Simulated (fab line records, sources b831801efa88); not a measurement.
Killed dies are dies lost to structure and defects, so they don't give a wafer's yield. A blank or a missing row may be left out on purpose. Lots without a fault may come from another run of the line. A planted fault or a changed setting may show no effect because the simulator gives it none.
fab line records | flow sky130
record lots=13 wafers=39 last_day=50
route steps=708 shown FIELD_ISO@2 PWDE@84 VT_ADJUST_HVTP@92 PAD_OPEN@708
lots that met no fault: from a run of the same line without faults
start_h: hours from the record's first day to the start of the lot's first wafer shown | wait_h: hours since the lot's step before | " the same as in the row above | L1.1+2: a row that stands for several wafers | - no value, or no start given | * or withheld: withheld | < > ~ a bound
route shown NAME@n: a module of which the file shows steps, and the number in the route of the first | usual: mean/standard deviation of fault-free wafers | same: alike in all rows | chamber/n: place in a boat | sites: the reading at each site | _std_site: their standard deviation | _edge_site: outer sites' mean less inner sites' | radius_mm: how far each site lies from the wafer's centre | mask NAME#n: copy n | behind: the tool/chamber that last shaped the wafer | hold: why the lot was held/for how many hours/how that ended | device: the transistor (n, p or np) that didn't switch | end of line: the same wafers' tests at the end of the route | a step without rows: its recipe alone | killed: dies lost to structure and defects at the first sort, not the wafer's yield | map: a wafer's dies, x killed, . not, _ none there
set.NAME: the setting as run; set.NAME@STEP: as run at that earlier step | model.NAME: the simulator's own value behind a step, which no gauge read
steps of the route over a sample of lots; a table a step, a row a wafer
services: from which hour (start_h, from the record's first day; less than 0 if before it) a tool's chamber was out of use, for how many hours, and why
## steps
# step SKY_FIELD_ISO_OXIDATION_01
# recipe temp_c=900 ambient=O2 stabilise_s=600 purge_s=300 target_thk_a=120 ox_time_s=1843
# columns lot.wafer tool chamber start_h wait_h
L769.2+3+4 furnace-02 0 10.17 0.1
L770.4+5+6 furnace-01 0 15.97 0.9
L771.1+2+4 furnace-01 0 20.52 0.5
L772.1+2+5 furnace-01 0 26.27 1.2
L773.1+2+3 furnace-01 0 31.70 1.7
L774.2+3+6 furnace-02 0 37.25 2.2
L774.2+3+6 furnace-02 0 40.01 1.2
L775.1+3+6 furnace-02 0 44.16 4.1
L775.1+3+6 furnace-02 0 47.06 1.4
L786.1+4+5 furnace-01 0 95.12 0.1
L787.1+4+5 furnace-01 0 101.81 1.8
L788.1+4+6 furnace-01 0 105.12 0.1
L789.1+3+4 furnace-01 0 112.16 2.1
L791.1+2+3 furnace-01 0 120.78 0.8
L792.3+4+6 furnace-01 0 126.64 1.6
# step SKY_FIELD_ISO_THK_MEAS_02
# recipe reads=SiO2_of_FIELD_ISO_OXIDATION_01
# usual FIELD_ISO_OXIDATION_00_THK=11.83/0.2
# columns lot.wafer tool chamber start_h wait_h FIELD_ISO_OXIDATION_00_THK[nm]
L769.2 film_metro-03 - 11.69 0.0 11.72
L769.3 " - " " 11.68
L769.4 " - " " 11.57
L770.4 film_metro-03 - 17.51 0.0 11.72
L770.5 " - " " 11.94
L770.6 " - " " 11.91
L771.1 film_metro-01 - 22.03 0.0 11.87
L771.2 " - " " 12.04
L771.4 " - " " 11.90
L772.1 film_metro-01 - 27.78 0.0 11.75
L772.2 " - " " 11.68
L772.5 " - " " 11.57
L773.1 film_metro-03 - 33.21 0.0 11.57
L773.2 " - " " 11.65
L773.3 " - " " 11.65
L774.2 film_metro-03 - 41.53 0.0 18.65
L774.3 " - " " 18.75
L774.6 " - " " 18.69
L774.2 film_metro-03 - 41.76 0.2 18.58
L774.3 " - " " 18.71
L774.6 " - " " 18.72
L775.1 film_metro-03 - 48.64 0.1 18.63
L775.3 " - " " 18.20
L775.6 " - " " 18.85
L775.1 film_metro-03 - 48.86 0.2 18.73
L775.3 " - " " 18.16
L775.6 " - " " 18.86
L786.1 film_metro-03 - 96.63 0.0 11.80
L786.4 " - " " 11.71
L786.5 " - " " 11.65
L787.1 film_metro-03 - 103.32 0.0 11.60
L787.4 " - " " 11.47
L787.5 " - " " 11.58
L788.1 film_metro-03 - 106.63 0.0 11.85
L788.4 " - " " 12.03
L788.6 " - " " 11.72
L789.1 film_metro-03 - 113.67 0.0 11.89
L789.3 " - " " 11.83
L789.4 " - " " 11.97
L791.1 film_metro-04 - 122.29 0.0 11.70
L791.2 " - " " 11.77
L791.3 " - " " 11.64
L792.3 film_metro-03 - 128.17 0.0 11.82
L792.4 " - " " 11.91
L792.6 " - " " 11.85
# step SKY_FIELD_ISO_ETCH_15
# recipe chemistry=CHF3/O2 target_depth_nm=180 stop_on=Si source_w=600 bias_w=200 pressure_mtorr=40 chf3_flow_sccm=50 O2_flow_sccm=5 time_s=72
# usual drypump_motor_current_A=5.6/0.44 oes_product_au=0.948/0.0069 throttle_valve_pct=8.844/0.0091
# columns lot.wafer tool chamber start_h wait_h drypump_motor_current_A oes_product_au rf_hours_counter_h throttle_valve_pct
L769.2 rie_diel-01 2 28.74 0.0 5.3 0.945 97 8.839
L769.3 " 0 " " 5.8 0.943 94 8.839
L769.4 " 0 " " 5.7 0.949 - 8.828
L770.4 rie_diel-04 2 34.29 0.0 5.8 0.945 38 8.841
L770.5 " 2 " " 5.8 0.946 - 8.845
L770.6 " 1 " " 5.1 0.942 - 8.837
L771.1 rie_diel-01 3 38.78 0.0 5.0 0.950 0 8.843
L771.2 " 0 " " 5.8 0.944 94 8.838
L771.4 " 2 " " 5.3 0.951 97 8.849
L772.1 rie_diel-01 1 44.84 0.0 5.1 0.945 116 8.844
L772.2 " 2 " " 5.3 0.949 97 8.838
L772.5 " 1 " " 5.2 0.943 - 8.851
L773.1 rie_diel-03 0 50.43 0.0 5.8 0.944 3 8.851
L773.2 " 1 " " 4.9 0.950 4 8.854
L773.3 " 3 " " 6.5 0.938 119 8.852
L774.2 rie_diel-03 0 56.59 0.0 5.8 0.949 3 8.830
L774.3 " 3 " " 6.5 0.947 119 8.857
L774.6 " 1 " " 5.0 0.945 - 8.837
L775.1 rie_diel-03 3 65.28 0.0 6.5 0.957 119 8.843
L775.3 " 2 " " 6.0 0.957 79 8.849
L775.6 " 2 " " 6.0 0.956 - 8.845
L786.1 rie_diel-04 1 117.58 0.0 5.1 0.950 0 8.848
L786.4 " 3 " " 5.8 0.958 - 8.848
L786.5 " 0 " " 5.8 0.951 - 8.852
L787.1 rie_diel-01 1 123.58 0.0 5.2 0.947 118 8.831
L787.4 " 3 " " 5.1 0.953 3 8.846
L787.5 " 0 " " 5.8 0.935 - 8.834
L788.1 rie_diel-01 1 127.68 0.0 5.2 0.959 118 8.845
L788.4 " 3 " " 5.0 0.958 3 8.838
L788.6 " 1 " " 5.2 0.952 - 8.835
L789.1 rie_diel-04 1 134.93 0.0 5.1 0.947 1 8.846
L789.3 " 0 " " 5.8 0.935 161 8.840
L789.4 " 0 " " 5.8 0.954 - 8.857
L791.1 rie_diel-04 3 145.88 0.0 5.8 0.965 78 8.853
L791.2 " 0 " " 5.8 0.958 161 8.861
L791.3 " 1 " " 5.1 0.967 1 8.850
L792.3 rie_diel-03 3 149.54 0.0 6.5 0.949 120 8.854
L792.4 " 2 " " 6.0 0.948 81 8.847
L792.6 " 0 " " 5.8 0.943 - 8.845
# step SKY_NWELL_RS_MEAS_31
# recipe thk_meas_gauge=four-point-probe
# usual PWDE_RS=5274/16
# columns lot.wafer tool chamber start_h wait_h PWDE_RS[ohm/sq]
L769.2 film_metro-03 - 109.33 0.1 5283
L769.3 " - " " 5278
L769.4 " - " " 5280
L770.4 film_metro-04 - 114.52 0.1 5264
L770.5 " - " " 5253
L770.6 " - " " 5262
L771.1 film_metro-04 - 121.46 0.1 5259
L771.2 " - " " 5267
L771.4 " - " " 5281
L772.1 film_metro-03 - 123.36 0.1 5276
L772.2 " - " " 5282
L772.5 " - " " 5285
L773.1 film_metro-02 - 131.28 0.1 5264
L773.2 " - " " 5249
L773.3 " - " " 5257
L774.2 film_metro-02 - 135.73 0.1 5259
L774.3 " - " " 5277
L774.6 " - " " 5283
L775.1 film_metro-02 - 143.97 0.1 5275
L775.3 " - " " 5260
L775.6 " - " " 5258
L786.1 film_metro-03 - 210.22 0.1 5289
L786.4 " - " " 5306
L786.5 " - " " 5278
L788.1 film_metro-04 - 217.46 0.1 5277
L788.4 " - " " 5244
L788.6 " - " " 5274
L787.1 film_metro-04 - 218.31 0.1 5289
L787.4 " - " " 5277
L787.5 " - " " 5290
L789.1 film_metro-04 - 226.67 0.1 5267
L789.3 " - " " 5273
L789.4 " - " " 5282
L791.1 film_metro-03 - 246.86 0.1 5257
L791.2 " - " " 5255
L791.3 " - " " 5259
L792.3 film_metro-03 - 255.31 0.1 5302
L792.4 " - " " 5282
L792.6 " - " " 5318
# step SKY_VT_ADJUST_HVTP_CD_MEAS_07
# recipe target_cd_nm=380
# usual cd_nm=379.6/2.5
# columns lot.wafer tool chamber start_h wait_h cd_nm
L769.2 cd_sem-02 - 127.69 0.1 384.6
L769.3 " - " " 382.0
L769.4 " - " " 386.1
L770.4 cd_sem-01 - 132.03 0.1 377.8
L770.5 " - " " 377.1
L770.6 " - " " 380.1
L771.1 cd_sem-02 - 139.92 0.1 378.3
L771.2 " - " " 375.9
L771.4 " - " " 378.2
L772.1 cd_sem-01 - 142.02 0.1 381.5
L772.2 " - " " 383.3
L772.5 " - " " 381.4
L773.1 cd_sem-01 - 150.07 0.1 375.5
L773.2 " - " " 377.1
L773.3 " - " " 379.0
L774.2 cd_sem-02 - 155.24 0.1 382.2
L774.3 " - " " 382.5
L774.6 " - " " 378.3
L775.1 cd_sem-01 - 163.37 0.1 376.5
L775.3 " - " " 378.0
L775.6 " - " " 378.1
L786.1 cd_sem-01 - 232.37 0.1 377.1
L786.4 " - " " 376.8
L786.5 " - " " 375.0
L788.1 cd_sem-02 - 239.82 0.1 380.2
L788.4 " - " " 379.8
L788.6 " - " " 380.1
L787.1 cd_sem-01 - 240.92 0.1 381.9
L787.4 " - " " 379.5
L787.5 " - " " 380.7
L789.1 cd_sem-02 - 249.42 0.1 382.3
L789.3 " - " " 383.7
L789.4 " - " " 382.1
L791.1 cd_sem-02 - 270.82 0.1 384.6
L791.2 " - " " 385.2
L791.3 " - " " 383.6
L792.3 cd_sem-02 - 280.01 0.1 375.1
L792.4 " - " " 374.8
L792.6 " - " " 375.3
# step SKY_PAD_OPEN_PROBE_99
# usual killed_at_M0_to_M3=44/7 killed_at_M4_up=3.4/1.7 killed_at_contacts=24/4.9 killed_at_front_end=15/4.5 killed_at_other=0.4/0.61 killed_dies=86/9.7 killed_open=47/7.1 killed_short=39/6.1
# same gross_dies=492 killed_at_back_side=0
# columns lot.wafer tool chamber start_h wait_h killed_at_M0_to_M3 killed_at_M4_up killed_at_contacts killed_at_front_end killed_at_other killed_dies killed_open killed_short
L770.4 prober-02 - 1087.61 0.2 47 3 22 17 1 90 53 37
L770.5 prober-02 - 1087.66 0.2 57 0 28 16 0 101 54 47
L770.6 prober-02 - 1087.71 0.2 39 3 25 22 0 89 49 40
L771.1 prober-01 - 1096.28 0.1 42 3 17 19 0 81 38 43
L771.2 prober-01 - 1096.33 0.1 63 3 21 23 0 110 53 57
L771.4 prober-01 - 1096.43 0.2 48 3 20 19 0 90 49 40
L772.1 prober-02 - 1102.49 0.1 38 3 27 10 0 78 45 33
L772.2 prober-02 - 1102.54 0.1 49 2 22 5 1 79 44 35
L772.5 prober-02 - 1102.69 0.2 31 2 22 11 0 66 35 31
L773.1 prober-01 - 1107.14 0.1 39 4 27 14 0 84 48 35
L773.2 prober-01 - 1107.19 0.1 47 4 25 21 1 98 52 44
L773.3 prober-01 - 1107.24 0.2 53 5 20 21 0 99 57 41
L774.2 prober-01 - 1110.89 0.1 45 0 35 19 1 100 58 40
L774.3 prober-01 - 1110.94 0.2 60 3 30 15 0 108 69 38
L774.6 prober-01 - 1111.09 0.2 42 4 25 26 0 97 53 43
L775.1 prober-02 - 1119.20 0.1 34 2 26 11 2 75 45 30
L775.3 prober-02 - 1119.30 0.2 41 0 28 17 2 88 51 36
L775.6 prober-02 - 1119.45 0.2 44 0 24 12 0 80 36 43
L786.1 prober-01 - 1177.54 0.1 36 3 22 17 0 78 38 40
L786.4 prober-01 - 1177.69 0.2 40 2 22 8 2 74 44 30
L786.5 prober-01 - 1177.74 0.2 53 5 23 16 0 97 47 49
# killed by level:class
L770.4 VIA2:geometric_particle:open=12 VIA1:geometric_particle:open=11 CONTACT:geometric_particle:open=8 FIELD_ISO:geometric_particle:open=5 LI_CONTACT:geometric_particle:open=5 METAL2:geometric_particle:short=5 FIELD_ISO:geometric_particle:short=4 CONTACT:geometric_particle:short=4
L770.5 VIA1:geometric_particle:open=13 LI_CONTACT:geometric_particle:open=11 VIA3:geometric_particle:open=8 CONTACT:geometric_particle:open=7 METAL3:geometric_particle:short=6 VIA2:geometric_particle:open=5 VIA1:geometric_particle:short=5 METAL2:geometric_particle:short=5
L770.6 VIA1:geometric_particle:open=9 CONTACT:geometric_particle:open=8 FIELD_ISO:geometric_particle:open=7 LI_CONTACT:geometric_particle:open=7 VIA2:geometric_particle:short=5 LOCAL_INTERCONNECT:geometric_particle:short=5 VIA3:geometric_particle:short=5 VIA3:geometric_particle:open=5
L771.1 VIA1:geometric_particle:open=9 CONTACT:geometric_particle:open=7 METAL2:geometric_particle:short=6 VIA3:geometric_particle:open=6 CONTACT:geometric_particle:short=5 VIA1:geometric_particle:short=5 FIELD_ISO:geometric_particle:short=4 POLY_GATE:geometric_particle:short=4
L771.2 VIA1:geometric_particle:open=13 METAL2:geometric_particle:short=10 VIA2:geometric_particle:open=9 FIELD_ISO:geometric_particle:short=8 CONTACT:geometric_particle:open=8 FIELD_ISO:geometric_particle:open=7 METAL3:geometric_particle:short=6 METAL1:geometric_particle:short=6
L771.4 VIA1:geometric_particle:open=9 METAL2:geometric_particle:short=9 CONTACT:geometric_particle:open=9 VIA2:geometric_particle:open=8 VIA3:geometric_particle:open=8 FIELD_ISO:geometric_particle:short=7 POLY_GATE:geometric_particle:short=4 LI_CONTACT:geometric_particle:open=4
L772.1 CONTACT:geometric_particle:short=10 VIA2:geometric_particle:open=10 LI_CONTACT:geometric_particle:open=7 VIA3:geometric_particle:open=7 VIA1:geometric_particle:open=6 CONTACT:geometric_particle:open=5 METAL1:geometric_particle:short=4 LI_CONTACT:geometric_particle:short=4
L772.2 VIA1:geometric_particle:open=12 VIA3:geometric_particle:open=10 CONTACT:geometric_particle:open=8 CONTACT:geometric_particle:short=6 VIA1:geometric_particle:short=6 VIA2:geometric_particle:open=5 METAL1:geometric_particle:short=5 METAL2:geometric_particle:short=5
L772.5 CONTACT:geometric_particle:short=8 LI_CONTACT:geometric_particle:open=7 VIA1:geometric_particle:open=7 VIA3:geometric_particle:open=7 VIA2:geometric_particle:open=4 POLY_GATE:geometric_particle:short=3 CONTACT:geometric_particle:open=3 METAL1:geometric_particle:short=3
L773.1 CONTACT:geometric_particle:open=9 LI_CONTACT:geometric_particle:open=8 VIA1:geometric_particle:open=8 METAL2:geometric_particle:short=7 FIELD_ISO:geometric_particle:open=6 VIA3:geometric_particle:open=5 CONTACT:geometric_particle:short=5 METAL1:geometric_particle:short=5
L773.2 VIA1:geometric_particle:open=13 CONTACT:geometric_particle:open=12 FIELD_ISO:geometric_particle:short=8 VIA3:geometric_particle:open=7 CONTACT:geometric_particle:short=5 METAL1:geometric_particle:short=5 VIA1:geometric_particle:short=5 LI_CONTACT:geometric_particle:open=4
L773.3 VIA1:geometric_particle:open=10 POLY_GATE:geometric_particle:open=9 VIA2:geometric_particle:open=8 VIA3:geometric_particle:open=7 CONTACT:geometric_particle:short=6 FIELD_ISO:geometric_particle:short=4 FIELD_ISO:geometric_particle:open=4 LI_CONTACT:geometric_particle:open=4
L774.2 VIA3:geometric_particle:open=13 CONTACT:geometric_particle:open=12 FIELD_ISO:geometric_particle:open=7 VIA2:geometric_particle:open=5 CONTACT:geometric_particle:short=5 LI_CONTACT:geometric_particle:open=5 LOCAL_INTERCONNECT:geometric_particle:short=5 VIA1:geometric_particle:open=5
L774.3 VIA1:geometric_particle:open=16 CONTACT:geometric_particle:open=12 LI_CONTACT:geometric_particle:open=9 VIA3:geometric_particle:open=9 FIELD_ISO:geometric_particle:open=7 METAL1:geometric_particle:short=7 VIA2:geometric_particle:open=7 LOCAL_INTERCONNECT:geometric_particle:short=5
L774.6 VIA1:geometric_particle:open=16 CONTACT:geometric_particle:open=8 FIELD_ISO:geometric_particle:short=7 POLY_GATE:geometric_particle:open=6 VIA3:geometric_particle:open=6 CONTACT:geometric_particle:short=6 LI_CONTACT:geometric_particle:open=5 POLY_GATE:geometric_particle:short=5
L775.1 CONTACT:geometric_particle:open=12 CONTACT:geometric_particle:short=6 VIA1:geometric_particle:open=6 VIA2:geometric_particle:open=6 FIELD_ISO:geometric_particle:open=5 VIA1:geometric_particle:short=4 LI_CONTACT:geometric_particle:open=4 METAL1:geometric_particle:short=4
L775.3 CONTACT:geometric_particle:open=9 VIA1:geometric_particle:open=9 VIA3:geometric_particle:open=8 LI_CONTACT:geometric_particle:open=7 METAL1:geometric_particle:short=6 CONTACT:geometric_particle:short=6 VIA1:geometric_particle:short=5 VIA2:geometric_particle:open=4
L775.6 CONTACT:geometric_particle:short=11 VIA1:geometric_particle:open=10 VIA1:geometric_particle:short=8 CONTACT:geometric_particle:open=7 METAL2:geometric_particle:short=6 VIA2:geometric_particle:open=5 VIA3:geometric_particle:open=5 FIELD_ISO:geometric_particle:open=3
L786.1 VIA1:geometric_particle:open=7 POLY_GATE:geometric_particle:open=6 LI_CONTACT:geometric_particle:open=6 METAL1:geometric_particle:short=6 LOCAL_INTERCONNECT:geometric_particle:short=5 VIA1:geometric_particle:short=5 METAL2:geometric_particle:short=4 VIA3:geometric_particle:open=4
L786.4 VIA1:geometric_particle:open=12 LI_CONTACT:geometric_particle:open=9 VIA3:geometric_particle:open=9 LOCAL_INTERCONNECT:geometric_particle:short=4 CONTACT:geometric_particle:open=4 VIA3:geometric_particle:short=4 FIELD_ISO:geometric_particle:open=3 LI_CONTACT:geometric_particle:short=3
L786.5 VIA1:geometric_particle:open=11 VIA2:geometric_particle:open=9 METAL2:geometric_particle:short=8 CONTACT:geometric_particle:open=7 METAL1:geometric_particle:short=7 LOCAL_INTERCONNECT:geometric_particle:short=6 POLY_GATE:geometric_particle:open=5 VIA3:geometric_particle:open=5
## services
# columns tool chamber start_h hours kind
rie_diel-04 - -6.90 4.0 pm
rie_diel-01 3 13.82 - clean
rie_diel-01 3 13.82 16.3 scheduled_down
rie_diel-01 3 13.82 16.3 vent_cycle
furnace-02 - 24.63 2.8 pm
furnace-02 - 27.43 3.0 pm
rie_diel-04 - 38.45 1.8 repair
rie_diel-04 1 39.94 16.2 repair
rie_diel-04 - 54.36 15.6 pm
rie_diel-04 1 69.96 - clean
rie_diel-04 1 69.96 23.9 scheduled_down
rie_diel-04 1 69.96 23.9 vent_cycle
rie_diel-04 - 71.84 14.6 pm
rie_diel-04 2 105.14 92.3 repair
rie_diel-01 1 111.31 4.5 repair
rie_diel-03 0 117.96 27.4 repair
rie_diel-03 3 121.37 18.6 repair
rie_diel-01 1 139.53 4.7 repair
rie_diel-03 - 145.90 0.9 repair
## key
first_sign step=SKY_FIELD_ISO_OXIDATION_01 reading=visit direction=added
effect step=SKY_FIELD_ISO_THK_MEAS_02 reading=visit direction=added
effect step=SKY_FIELD_ISO_THK_MEAS_02 reading=FIELD_ISO_OXIDATION_00_THK direction=up sigmas=35 usual=11.83 struck=18.63
met_at SKY_FIELD_ISO_OXIDATION_01
struck_lots L774,L775
tester_left_out L774,L775
not_acting_at SKY_FIELD_ISO_ETCH_15,SKY_NWELL_RS_MEAS_31,SKY_VT_ADJUST_HVTP_CD_MEAS_07
fault kind=repeated_step_whole tool=furnace-01,furnace-02 chamber=- onset_h=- steps=SKY_FIELD_ISO_OXIDATION_01 times=1 scope=struck_lots_only
# tester_left_out: of these lots the tester's yield and bins aren't shown, on N5 and GAA mostly nor the transistor test; their killed dies are dies lost to structure and defects alone, not to doping, threshold or leakage, so they don't give the yield
